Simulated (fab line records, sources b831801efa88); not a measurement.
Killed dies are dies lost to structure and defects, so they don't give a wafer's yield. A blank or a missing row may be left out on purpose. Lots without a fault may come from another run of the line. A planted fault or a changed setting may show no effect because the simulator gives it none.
Which tool did it? | flow gf180mcu | 10 lots, 30 wafers sampled, at 7 steps of a route of 602

WHAT THE GAUGES READ, wafer by wafer
GF_M3_RS_MEAS_05: measures by four-point-probe.
lot  | measured     | on            | M3_ALCU_RS (ohm/sq)
L367 | day 21 08:28 | film_metro-01 | 0.0670 0.0685 0.0691
L368 | day 21 12:56 | film_metro-02 | 0.0696 0.0698 0.0696
L369 | day 22 09:07 | film_metro-02 | 0.0698 0.0701 0.0700
L370 | day 22 11:47 | film_metro-02 | 0.0704 0.0700 0.0705
L372 | day 23 07:22 | film_metro-01 | 0.0692 0.0678 0.0681
L374 | day 24 02:18 | film_metro-02 | 0.0683 0.0678 0.0681
L375 | day 24 11:42 | film_metro-01 | 0.0686 0.0702 0.0693
L379 | day 25 21:00 | film_metro-01 | 0.0687 0.0424 0.0422 0.0687 0.0424 0.0423
L383 | day 27 03:30 | film_metro-04 | 0.0696 0.0676 0.0697
L384 | day 27 12:26 | film_metro-02 | 0.0424 0.0426 0.0425 0.0423 0.0425 0.0425

GF_M3_THK_MEAS_06: measures by xrf.
lot  | measured     | on            | M3_ALCU_THK (nm)
L367 | day 21 08:35 | film_metro-01 | 471 463 457
L368 | day 21 13:02 | film_metro-02 | 460 460 458
L369 | day 22 09:14 | film_metro-02 | 457 455 456
L370 | day 22 11:54 | film_metro-02 | 455 458 453
L372 | day 23 07:29 | film_metro-01 | 461 471 466
L374 | day 24 02:25 | film_metro-02 | 468 466 467
L375 | day 24 11:49 | film_metro-01 | 462 452 457
L379 | day 26 02:41 | film_metro-01 | 458 741 744 457 740 742
L383 | day 27 03:37 | film_metro-04 | 451 469 456
L384 | day 27 16:13 | film_metro-02 | 744 747 749 744 747 747

GF_V3_THK_MEAS_03.
lot  | measured     | on            | V3_CVD_02_THK (nm)
L367 | day 22 09:17 | film_metro-01 | 858 851 872
L368 | day 22 13:13 | film_metro-03 | 853 847 860
L369 | day 23 08:45 | film_metro-02 | 835 844 860
L370 | day 23 11:23 | film_metro-01 | 853 847 852
L372 | day 24 07:19 | film_metro-01 | 841 859 879
L374 | day 25 01:09 | film_metro-02 | 838 861 863
L375 | day 25 11:04 | film_metro-02 | 852 839 851
L379 | day 26 19:41 | film_metro-02 | 828 845 845
L383 | day 27 23:52 | film_metro-02 | 855 845 851
L384 | day 28 09:13 | film_metro-01 | 840 851 864

WHICH TOOL RAN EACH LOT (tool, then ch and the chambers of the sampled wafers, then the start)
lot  | GF_M2_SPUTTER_03             | GF_V2_ETCH_16                      | GF_M3_SPUTTER_02             | GF_M3_METAL_ETCH_16
L367 | pvd_sputter-01, day 19 04:46 | rie_diel-02 ch 0,2, day 21 06:52   | pvd_sputter-01, day 21 08:22 | rie_metal-02 ch 0,1, day 22 08:27
L368 | pvd_sputter-04, day 19 09:27 | rie_diel-01 ch 2,3, day 21 11:20   | pvd_sputter-03, day 21 12:49 | rie_metal-01 ch 0,1, day 22 12:21
L369 | pvd_sputter-04, day 20 06:13 | rie_diel-01 ch 0,2,3, day 22 07:25 | pvd_sputter-03, day 22 09:01 | rie_metal-02 ch 0,1, day 23 07:54
L370 | pvd_sputter-04, day 20 08:54 | rie_diel-01 ch 0,1,3, day 22 10:04 | pvd_sputter-03, day 22 11:41 | rie_metal-03 ch 0,1, day 23 10:32
L372 | pvd_sputter-01, day 21 04:58 | rie_diel-02 ch 1,2,3, day 23 05:47 | pvd_sputter-01, day 23 07:16 | rie_metal-02 ch 0,1, day 24 06:24
L374 | pvd_sputter-01, day 22 00:59 | rie_diel-02 ch 0,3, day 24 00:42   | pvd_sputter-04, day 24 02:11 | rie_metal-01 ch 0,1, day 25 00:18
L375 | pvd_sputter-01, day 22 11:25 | rie_diel-03 ch 1,2, day 24 10:05   | pvd_sputter-01, day 24 11:37 | rie_metal-02 ch 1, day 25 10:12
L379 | pvd_sputter-02, day 23 21:45 | rie_diel-01 ch 0,2,3, day 25 19:22 | pvd_sputter-03, day 25 20:53 | rie_metal-01 ch 0,1, day 26 18:29
L383 | pvd_sputter-01, day 25 05:31 | rie_diel-01 ch 0,1,2, day 27 00:54 | pvd_sputter-01, day 27 03:25 | rie_metal-03 ch 0,1, day 27 22:59
L384 | pvd_sputter-02, day 25 14:58 | rie_diel-02 ch 0,2,3, day 27 10:11 | pvd_sputter-03, day 27 12:20 | rie_metal-03 ch 0,1, day 28 08:20
- GF_M2_SPUTTER_03: material Ti, target thk 10 nm, time 6.7 s.
- GF_V2_ETCH_16: etches BARC in N2/H2.
- GF_M3_SPUTTER_02: material AlCu, target thk 450 nm, time 23.9 s.
- GF_M3_METAL_ETCH_16: etches the open film in Cl2/BCl3, stops on SiO2, target depth 627.5 nm, time 104.6 s.

WHAT THE TOOLS THEMSELVES READ (means of the sampled wafers that have a number; where no wafer has one, the mark that the record gives instead)
GF_M2_SPUTTER_03.
lot  | tool           | throttle_valve_pct (%)
L367 | pvd_sputter-01 | 30.8
L368 | pvd_sputter-04 | 30.4
L369 | pvd_sputter-04 | 30.5
L370 | pvd_sputter-04 | 30.5
L372 | pvd_sputter-01 | 30.6
L374 | pvd_sputter-01 | 30.3
L375 | pvd_sputter-01 | 31.5
L379 | pvd_sputter-02 | 29.3
L383 | pvd_sputter-01 | 29.8
L384 | pvd_sputter-02 | 29.8

GF_V2_ETCH_16.
lot  | tool        | drypump_motor_current_A (A) | h2_flow_sccm (sccm) | oes_product_au (a.u.) | throttle_valve_pct (%)
L367 | rie_diel-02 | 5.6                         | 199.6               | 0.852                 | 13.220
L368 | rie_diel-01 | 6.4                         | 200.1               | 0.851                 | 13.222
L369 | rie_diel-01 | 5.8                         | 199.9               | 0.854                 | 13.223
L370 | rie_diel-01 | 5.8                         | 200.3               | 0.854                 | 13.230
L372 | rie_diel-02 | 5.6                         | 200.0               | 0.855                 | 13.230
L374 | rie_diel-02 | 5.5                         | 200.3               | 0.858                 | 13.224
L375 | rie_diel-03 | 5.4                         | 199.5               | 0.860                 | 13.219
L379 | rie_diel-01 | 5.8                         | 199.9               | 0.856                 | 13.229
L383 | rie_diel-01 | 5.7                         | 200.7               | 0.854                 | 13.225
L384 | rie_diel-02 | 5.7                         | 199.6               | 0.855                 | 13.231

GF_M3_SPUTTER_02.
lot  | tool           | throttle_valve_pct (%)
L367 | pvd_sputter-01 | 31.5
L368 | pvd_sputter-03 | 29.7
L369 | pvd_sputter-03 | 30.5
L370 | pvd_sputter-03 | 30.5
L372 | pvd_sputter-01 | 30.5
L374 | pvd_sputter-04 | 30.1
L375 | pvd_sputter-01 | 29.6
L379 | pvd_sputter-03 | 30.9
L383 | pvd_sputter-01 | 31.9
L384 | pvd_sputter-03 | 30.1

GF_M3_METAL_ETCH_16.
lot  | tool         | drypump_motor_current_A (A) | oes_product_au (a.u.) | throttle_valve_pct (%)
L367 | rie_metal-02 | 6.2                         | 0.981                 | 28.233
L368 | rie_metal-01 | 5.4                         | 0.971                 | 28.253
L369 | rie_metal-02 | 6.2                         | 0.972                 | 28.261
L370 | rie_metal-03 | 5.8                         | 0.965                 | 28.252
L372 | rie_metal-02 | 6.2                         | 0.980                 | 28.243
L374 | rie_metal-01 | 5.4                         | 0.980                 | 28.246
L375 | rie_metal-02 | 6.2                         | 0.976                 | 28.250
L379 | rie_metal-01 | 5.4                         | 1.003                 | 28.212
L383 | rie_metal-03 | 5.7                         | 0.978                 | 28.251
L384 | rie_metal-03 | 5.5                         | 0.992                 | 28.241

THE ANSWER, worked out from the rows above alone
Rule: what is usual is taken from the lots themselves. Put in order of their means at a reading, lots are off if they are a third of the lots or fewer, leave a main group of 4 or more, and stand apart from it by a gap of 3 or more times the standard deviation of the main group's means; of several such gaps the widest counts. A main group whose means are all the same, to the digits that the tables above print for the reading, isn't used. A lot without any number at a reading at which 4 lots or more have one is off too. The other lots that the step has rows for count as sound. The gauges are gone through in route order, then the tools' own readings, and for those a lot's mean is taken as printed above. The first step at which some lot is off is used, and at that step the reading that is off furthest; a lot without a number counts as furthest.
Off: L379, L384, at GF_M3_RS_MEAS_05 (M3_ALCU_RS). The main group: mean 0.0691 ohm/sq, standard deviation 0.00079.
A tool fits if, at a process step before that reading, it ran every lot that is off, and no sound lot after the first of them. The gauges at GF_M3_RS_MEAS_05 are tried like those tools. Can't be told from this: 2 tools fit, pvd_sputter-02 at GF_M2_SPUTTER_03, pvd_sputter-03 at GF_M3_SPUTTER_02.

WHAT THE SIMULATOR HAD PUT IN
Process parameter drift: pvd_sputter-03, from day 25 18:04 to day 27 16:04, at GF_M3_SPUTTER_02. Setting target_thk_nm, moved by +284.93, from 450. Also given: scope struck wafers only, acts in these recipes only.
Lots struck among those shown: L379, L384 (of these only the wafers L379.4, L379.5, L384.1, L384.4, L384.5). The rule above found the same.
